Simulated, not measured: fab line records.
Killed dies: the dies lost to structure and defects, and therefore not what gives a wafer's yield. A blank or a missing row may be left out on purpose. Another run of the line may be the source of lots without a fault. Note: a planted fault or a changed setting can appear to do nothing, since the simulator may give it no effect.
8D (eight disciplines) problem report, filled in by code + flow sfq line + the parts of the form that need people (team, actions taken, sign-off) are left out

== 1. PROBLEM STATEMENT ==
At SFQ_TRILAYER_M3_BARC_OPEN_METAL_ETCH_100, oes product au averages 0.654 a.u. over 5 wafers from 3 lots, while fault-free wafers read 0.685 a.u., standard deviation 0.0044. Relative to the usual mean, that is a shift of -7.0 standard deviations.
The step: etches BARC in O2, target depth 125 nm, time 41.7 s.
Earliest sighting: wafer L836.2 on rie metal-02 at day 43 11:25. The record has a number at this step for 43 wafers belonging to 15 lots. The rule behind "out" and "out of limits": a value lying over 4 standard deviations away from the usual mean. All remaining wafers that have a number are taken as sound.

== 2. WHAT IT IS; WHAT IT IS NOT ==
| question                    | is                                     | is not                                                                          |
|-----------------------------|----------------------------------------|---------------------------------------------------------------------------------|
| which readings at this step | oes product au, run length s           | drypump motor current A                                                         |
| which lots                  | L836, L838, L840                       | L823, L824, L827, L828, L830, L831, L832, L833, L835, L837, L845, L846          |
| which wafers of those lots  | L836.2, L838.2, L838.6, L840.2, L840.6 | L836.3, L836.5                                                                  |
| read on which tools         | rie metal-02                           | rie metal-04                                                                    |
| when                        | from day 43 11:25                      | up to then (29 sound wafers); but 9 sound wafers of L837, L845, L846 came after |

== 3. SUSPECTS, AND WHAT RULES EACH OUT ==
Counting: any tool at a process step up to the reading remains a suspect provided it ran every lot that is out. Sound lots after the first of them don't rule it out here, since some wafers of a struck lot are sound.
- rie metal-02 at SFQ_TRILAYER_M3_BARC_OPEN_METAL_ETCH_100 (etches BARC in O2, target depth 125 nm, time 41.7 s): kept. Every lot that is out went through it, the first being L836 (day 43 11:25); the last sound lot it ran before that was L833 (day 43 06:37). Its own readings are out on those wafers: oes product au, run length s.
After counting, what remains is rie metal-02 at SFQ_TRILAYER_M3_BARC_OPEN_METAL_ETCH_100.

== 4. THE CAUSE (what the simulator had put in) ==
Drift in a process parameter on rie metal-02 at SFQ_TRILAYER_M3_BARC_OPEN_METAL_ETCH_100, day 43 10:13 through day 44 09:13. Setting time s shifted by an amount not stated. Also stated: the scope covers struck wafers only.
This tool alone remained once counting was done.

== 5. THE EFFECT CHAIN, in route order ==
Rows list readings where the struck wafers' mean (over those with a number) sits beyond 3 standard deviations from the usual. Scope: only readings with a usual standard deviation given in the record; hours: median across lots of the time from each lot's start at the first step in this table that gives one to its start at this step; sigmas: change in usual standard deviations.
| hours | step                                     | reading        | usual      | on struck wafers | change | sigmas |
|-------|------------------------------------------|----------------|------------|------------------|--------|--------|
| 0     | SFQ_TRILAYER_M3_BARC_OPEN_METAL_ETCH_100 | oes product au | 0.685 a.u. | 0.654            | -0.031 | -7.0   |
| 0     | SFQ_TRILAYER_M3_BARC_OPEN_METAL_ETCH_100 | run length s   | 70.2 s     | 75.0             | +4.8   | +5.9   |
Here are the process steps it includes:
- SFQ_TRILAYER_M3_BARC_OPEN_METAL_ETCH_100: etches BARC in O2, target depth 125 nm, time 41.7 s.

== 6. HOW IT WOULD HAVE BEEN CAUGHT EARLIER ==
In this record the first reading out of limits was taken at day 43 11:25, 1 hour after the fault began at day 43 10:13.
